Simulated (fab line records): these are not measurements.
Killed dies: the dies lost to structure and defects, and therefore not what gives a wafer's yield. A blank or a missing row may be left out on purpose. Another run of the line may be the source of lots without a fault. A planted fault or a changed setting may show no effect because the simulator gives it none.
Which tool was responsible? + flow gf180mcu + Sampling: 14 lots, 42 wafers, 4 of 602 route steps

== WHAT THE GAUGES SHOWED, per wafer ==
GF_V2_CD_MEAS_14 targets a cd of 260 nm. Usual: cd_nm reads 259.9 nm (standard deviation 1.3).
| lot  | measured     | on        | cd_nm (nm)        | flag |
|------|--------------|-----------|-------------------|------|
| L965 | day 20 18:14 | cd_sem-02 | 259.5 260.1 260.2 |      |
| L966 | day 20 21:05 | cd_sem-01 | 259.6 258.2 257.9 |      |
| L967 | day 21 08:31 | cd_sem-02 | 262.7 262.2 262.3 |      |
| L968 | day 21 21:31 | cd_sem-01 | 258.3 259.6 259.4 |      |
| L969 | day 22 02:46 | cd_sem-02 | 259.7 257.8 258.4 |      |
| L970 | day 22 06:45 | cd_sem-01 | 260.3 261.1 260.3 |      |
| L971 | day 22 11:49 | cd_sem-02 | 260.3 261.3 262.3 |      |
| L972 | day 22 18:10 | cd_sem-02 | 260.6 260.6 258.9 |      |
| L973 | day 23 08:42 | cd_sem-02 | 260.3 261.7 261.5 |      |
| L974 | day 23 14:16 | cd_sem-02 | 259.2 259.8 258.6 |      |
| L982 | day 26 10:17 | cd_sem-02 | 258.4 260.1 258.0 |      |
| L983 | day 26 16:29 | cd_sem-01 | 258.7 257.5 258.8 |      |
| L985 | day 27 01:43 | cd_sem-01 | 258.3 258.7 258.2 |      |
| L988 | day 27 23:18 | cd_sem-02 | 258.2 257.9 258.5 |      |

GF_M4_THK_MEAS_06: measures by xrf. Usual: for M4_ALCU_THK the level is 454 nm and the standard deviation is 5.2.
| lot  | measured     | on            | M4_ALCU_THK (nm) | flag |
|------|--------------|---------------|------------------|------|
| L965 | day 22 22:33 | film_metro-04 | 443 447 456      |      |
| L966 | day 23 01:24 | film_metro-04 | 448 442 451      |      |
| L967 | day 23 11:53 | film_metro-02 | 450 450 457      |      |
| L968 | day 23 23:18 | film_metro-02 | 462 461 464      |      |
| L969 | day 24 05:52 | film_metro-03 | 450 459 452      |      |
| L970 | day 24 08:32 | film_metro-04 | 448 445 449      |      |
| L971 | day 24 13:19 | film_metro-03 | 449 456 454      |      |
| L972 | day 24 20:17 | film_metro-03 | 447 446 454      |      |
| L973 | day 25 08:53 | film_metro-02 | 458 461 457      |      |
| L974 | day 25 14:59 | film_metro-04 | 446 454 447      |      |
| L982 | day 28 07:40 | film_metro-02 | 455 459 449      |      |
| L983 | day 28 13:25 | film_metro-02 | 455 470 456      |      |
| L985 | day 28 22:30 | film_metro-03 | 455 454 459      |      |
| L988 | day 29 18:35 | film_metro-02 | 457 449 459      |      |

GF_V4_OVL_MEAS_15. Usual: for V4_OVL the level is 3 nm and the standard deviation is 5.1.
| lot  | measured     | on         | V4_OVL (nm) | flag |
|------|--------------|------------|-------------|------|
| L965 | day 24 20:17 | overlay-01 | -4 7 0      |      |
| L966 | day 24 22:39 | overlay-02 | -3 -3 -4    |      |
| L967 | day 25 08:21 | overlay-02 | -1 2 1      |      |
| L968 | day 25 19:53 | overlay-01 | -1 5 0      |      |
| L969 | day 26 01:41 | overlay-02 | 2 6 3       |      |
| L970 | day 26 04:58 | overlay-02 | -3 -4 -6    |      |
| L971 | day 26 08:56 | overlay-01 | -8 2 -1     |      |
| L972 | day 26 16:16 | overlay-01 | 13 4 15     |      |
| L973 | day 27 03:41 | overlay-01 | -1 3 0      |      |
| L974 | day 27 10:02 | overlay-02 | 3 10 4      |      |
| L982 | day 29 22:54 | overlay-02 | -1 1 3      |      |
| L983 | day 30 05:54 | overlay-02 | 5 7 6       |      |
| L985 | day 30 13:39 | overlay-02 | -3 -1 0     |      |
| L988 | day 31 08:02 | overlay-02 | 4 1 7       |      |

== WHICH TOOL RAN EACH LOT (tool, then ch and the chambers of the sampled wafers, then the start) ==
| lot  | GF_STI_CMP_25                |
|------|------------------------------|
| L965 | cmp-01 ch 1,2,3, day 2 03:30 |
| L966 | cmp-01 ch 0,1,2, day 2 12:57 |
| L967 | cmp-01 ch 0,2,3, day 2 17:18 |
| L968 | cmp-01 ch 1,2, day 3 04:03   |
| L969 | cmp-02 ch 1,2,3, day 3 04:09 |
| L970 | cmp-01 ch 2,3, day 3 06:35   |
| L971 | cmp-02 ch 1,3, day 3 09:52   |
| L972 | cmp-02 ch 0,2,3, day 3 15:45 |
| L973 | cmp-01 ch 0,1, day 3 22:25   |
| L974 | cmp-01 ch 1,2,3, day 4 01:59 |
| L982 | cmp-02 ch 1,2,3, day 5 19:12 |
| L983 | cmp-02 ch 2,3, day 6 01:59   |
| L985 | cmp-01 ch 0,1,3, day 6 10:38 |
| L988 | cmp-01 ch 2,3, day 7 04:08   |
- GF_STI_CMP_25: polishes, stops on Si3N4, t overpolish 33 s, target thk 524.6 nm.

== WHAT THE TOOLS THEMSELVES READ (means of the sampled wafers that have a number; where no wafer has one, the mark that the record gives instead) ==
GF_STI_CMP_25. Usual: motor_current_A 12.9 A, standard deviation 1.1; overpolish_run_s 33.001 s, standard deviation 0.0083; slurry_flow_ml_min 150.0, standard deviation 0.44; time_to_endpoint_s 123 s, standard deviation 4.3.
| lot  | tool   | motor_current_A (A) | overpolish_run_s (s) | slurry_flow_ml_min | time_to_endpoint_s (s) | flag |
|------|--------|---------------------|----------------------|--------------------|------------------------|------|
| L965 | cmp-01 | 13.3                | 33.001               | 150.1              | 125                    |      |
| L966 | cmp-01 | 13.7                | 33.002               | 149.9              | 127                    |      |
| L967 | cmp-01 | 13.1                | 32.998               | 149.9              | 124                    |      |
| L968 | cmp-01 | 14.0                | 32.998               | 149.9              | 130                    |      |
| L969 | cmp-02 | 12.7                | 32.999               | 149.6              | 118                    |      |
| L970 | cmp-01 | 13.1                | 32.997               | 150.0              | 125                    |      |
| L971 | cmp-02 | 11.3                | 32.994               | 149.6              | 122                    |      |
| L972 | cmp-02 | 12.6                | 33.009               | 150.4              | 125                    |      |
| L973 | cmp-01 | 14.1                | 33.008               | 149.9              | 122                    |      |
| L974 | cmp-01 | 13.4                | 33.005               | 150.3              | 121                    |      |
| L982 | cmp-02 | 12.2                | 33.005               | 150.1              | 248                    | OFF  |
| L983 | cmp-02 | 13.1                | 33.011               | 149.8              | 248                    | OFF  |
| L985 | cmp-01 | 13.7                | 33.003               | 149.8              | 119                    |      |
| L988 | cmp-01 | 13.0                | 33.003               | 150.3              | 124                    |      |

== THE ANSWER, worked out from the rows above alone ==
Rule: take the mean of a lot's wafers that have a number; if it is more than 3 standard deviations from the usual mean, the lot is off. Also off: a lot with no number at a reading for which 4 or more lots have one. All remaining lots with rows at the step are treated as sound. The gauges are gone through in route order, then the tools' own readings, and for those a lot's mean is taken as printed above. At the first step where some lot is off, the reading lying furthest off is the one used; lots without a number count as furthest.
Off at GF_STI_CMP_25 (time_to_endpoint_s): L982, L983.
If a tool, at that step or one of the process steps before it, ran each lot that is off and ran no sound lot following the first of them, it fits. One candidate fits, namely cmp-02 at GF_STI_CMP_25. A fault onset in the window from L972 (day 3 15:45, its last sound lot) to L982 (day 5 19:12, its first lot off) fits.
On the lots that are off, the tool's own readings at GF_STI_CMP_25 differ by more than 5 times the standard deviation of the sound lots' means, which bears it out; time_to_endpoint_s reads 248 s there versus 124 s on the sound lots.

== WHAT THE SIMULATOR HAD PUT IN ==
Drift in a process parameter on cmp-02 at GF_STI_CMP_25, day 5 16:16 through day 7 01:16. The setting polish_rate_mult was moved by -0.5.
Struck lots among those shown: L982, L983. The rule given above showed the same thing.
